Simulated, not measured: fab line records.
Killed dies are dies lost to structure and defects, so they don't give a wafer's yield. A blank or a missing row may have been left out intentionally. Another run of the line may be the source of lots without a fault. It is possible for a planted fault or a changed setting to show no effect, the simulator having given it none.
Matching of chambers | flow sky130 | SKY_CAPM_CVD_00 on pecvd-01 has 3 sister chambers
The step deposits SiO2, target thk 15.5 nm. 6 wafers are shown with their chamber, then 8 later ones without.

WAFERS WITH THEIR CHAMBER
wafer  | chamber | heaterPowerW (W)
L082.4 | 2       | 709
L083.5 | 0       | 822
L089.1 | 0       | 836
L089.2 | 1       | 712
L089.3 | 2       | 670
L090.1 | 1       | 591

WAFERS WITH NO CHAMBER GIVEN
wafer  | heaterPowerW (W)
L090.2 | 829
L090.6 | 823
L094.2 | 687
L094.3 | 711
L094.4 | 702
L096.1 | 654
L096.3 | 870
L096.4 | 656

WHICH CHAMBER EACH ONE RAN IN
wafer  | from the rows above          | in truth
L090.2 | 0                            | 0
L090.6 | 0                            | 0
L094.2 | can't be placed: 2 or 1      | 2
L094.3 | can't be placed: 2 or 1 or 0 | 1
L094.4 | can't be placed: 2 or 1      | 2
L096.1 | can't be placed: 1 or 2      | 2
L096.3 | 0                            | 0
L096.4 | can't be placed: 1 or 2      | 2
3 of 8 placed correctly. These rows do not allow placing 5 (true chamber among the candidates in 5). Number placed wrongly: 0.
How it was worked out, from the rows above alone: a wafer's distance from a chamber is the root of the sum, over the readings, of the square of ((its reading less the chamber's mean) divided by the reading's scatter). If the next closest chamber is less than 2 further off than the closest, the wafer can't be placed; otherwise it belongs to the closest. For every chamber, the mean is computed from those of its wafers that are shown. The scatter: the root of (the sum of the squares of (reading less its chamber's mean) over the shown wafers, divided by (wafers less chambers)).
